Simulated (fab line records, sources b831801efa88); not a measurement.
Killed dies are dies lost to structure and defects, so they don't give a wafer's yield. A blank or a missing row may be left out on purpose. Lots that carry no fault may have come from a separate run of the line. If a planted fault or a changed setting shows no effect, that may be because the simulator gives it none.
Code-filled problem report in 8D (eight disciplines) form | flow sky130 | the parts of the form that need people (team, actions taken, sign-off) are left out

== 1. WHAT WENT WRONG ==
Mean of killed_at_M4_up at SKY_PAD_OPEN_PROBE_99: 40.0 over 2 wafers from 1 lot, against 3.5 (standard deviation 1.8) on wafers with no fault. Relative to the usual mean, that is a shift of +20 standard deviations.
Earliest sighting: wafer L539.3 on prober-01 at day 49 13:25. Wafers with a number at this step in the record: 15, from 5 lots. The rule behind "out" and "out of limits": a value lying over 4 standard deviations away from the usual mean. All remaining wafers that have a number are taken as sound.

== 2. WHAT IT IS AND WHAT IT IS NOT ==
question                    | is                | is not
which readings at this step | killed_at_M4_up   | killed_at_M0_to_M3, killed_at_contacts, killed_at_front_end, killed_at_other, killed_open, killed_short, sort_bin_6_memory
which lots                  | L539              | L533, L535, L536, L544
which wafers of those lots  | L539.3, L539.6    | L539.5
read on which tools         | prober-01         | prober-02
when                        | from day 49 13:25 | up to then (9 sound wafers); but 4 sound wafers of L539, L544 came after

== 3. SUSPECTS, AND WHAT RULES EACH OUT ==
Counting: any tool at a process step up to the reading remains a suspect provided it ran every lot that is out. Sound lots after the first of them don't rule it out here, since some wafers of a struck lot are sound.
- rie_diel-03 at SKY_VIA4_ETCH_12 (etches SiO2 in C4F8/O2/Ar, stops on TiN, target depth 580 nm): kept. It ran the lot that is out, L539 (day 46 23:11); its last sound lot up to then is L535 (day 45 22:04).
- plasma_asher-01 at SKY_VIA4_STRIP_13 (strips in O2/N2): kept. It ran the lot that is out, L539 (day 46 23:17).
- pvd_sputter-04 at SKY_VIA4_SPUTTER_17 (material TiN, target thk 20 nm, time 80 s): kept. It ran the lot that is out, L539 (day 47 00:17); its last sound lot up to then is L536 (day 45 23:55).
- cmp-02 at SKY_VIA4_CMP_21 (polishes, stops on SiO2, t overpolish 25 s, target thk 0 nm): kept. It ran the lot that is out, L539 (day 47 01:16); its last sound lot up to then is L536 (day 46 00:21).
- pvd_sputter-01 at SKY_METAL5_SPUTTER_00 (material Ti, target thk 15 nm, time 10 s): kept. It ran the lot that is out, L539 (day 47 01:28); its last sound lot up to then is L536 (day 46 00:39).
- pvd_sputter-01 at SKY_METAL5_SPUTTER_03 (material Ti, target thk 5 nm, time 3.3 s): kept. It ran the lot that is out, L539 (day 47 01:34); its last sound lot up to then is L536 (day 46 00:45).
- prober-01 at SKY_PAD_OPEN_PROBE_99: kept. It ran the lot that is out, L539 (day 49 13:25); its last sound lot up to then is L533 (day 48 09:28). Its own readings are out on those wafers: killed_at_M4_up.
- The sound lot-mates ran in chamber 3 of rie_diel-03 at SKY_VIA4_ETCH_12, but the wafers that are out ran in chamber 2.
- Within cmp-02 at SKY_VIA4_CMP_21: the wafers that are out ran in chambers 0, 1; their sound lot-mates ran in chamber 3.
Left after counting: rie_diel-03 at SKY_VIA4_ETCH_12, plasma_asher-01 at SKY_VIA4_STRIP_13, pvd_sputter-04 at SKY_VIA4_SPUTTER_17, cmp-02 at SKY_VIA4_CMP_21, pvd_sputter-01 at SKY_METAL5_SPUTTER_00, pvd_sputter-01 at SKY_METAL5_SPUTTER_03, prober-01 at SKY_PAD_OPEN_PROBE_99.

== 4. THE CAUSE (what the simulator had put in) ==
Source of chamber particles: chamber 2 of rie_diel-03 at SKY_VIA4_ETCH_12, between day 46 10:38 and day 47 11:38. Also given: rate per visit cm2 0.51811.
Counting leaves 7 suspects; this tool is one of them.

== 5. SEQUENCE OF EFFECTS, ordered by route ==
One row per reading whose mean, taken over the struck wafers that have a number, lies over 3 standard deviations from the usual. Readings are gone through only where the record gives a usual standard deviation; hours: the median, over the lots, of the time from a lot's start at the first step in this table giving one to that lot's start at this step; sigmas: the change measured in usual standard deviations.
hours | step                  | reading              | usual  | on struck wafers | change | sigmas
0     | SKY_PAD_OPEN_PROBE_99 | defect_limited_yield | 82.4 % | 76.1             | -6.3   | -3.7
0     | SKY_PAD_OPEN_PROBE_99 | killed_at_M4_up      | 3.5    | 40.0             | +36.5  | +20
0     | SKY_PAD_OPEN_PROBE_99 | killed_dies          | 87     | 118              | +30    | +3.5
0     | SKY_PAD_OPEN_PROBE_99 | sort_bin_3_pad_short | 0.9 %  | 2.5              | +1.6   | +3.7
0     | SKY_PAD_OPEN_PROBE_99 | sort_bin_5_function  | 10.4 % | 15.1             | +4.7   | +3.6
0     | SKY_PAD_OPEN_PROBE_99 | sort_n_pass          | 405    | 374              | -30    | -3.5
0     | SKY_PAD_OPEN_PROBE_99 | sort_yield_pct       | 82.4 % | 76.1             | -6.3   | -3.7
Its process steps:
- SKY_PAD_OPEN_PROBE_99

== 6. WHAT WOULD HAVE CAUGHT IT SOONER ==
First out-of-limits reading in this record: day 49 13:25, which is 75 hours after fault onset at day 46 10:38.
Of the tool readings at SKY_VIA4_ETCH_12 for which the record gives a usual standard deviation, none was out on any struck wafer, so an alarm limit of 4 standard deviations on them would not have fired.
By day 49 13:25, every lot that is out (1) had started SKY_VIA4_ETCH_12 on rie_diel-03. Holding the tool at that point would not have protected any of them.
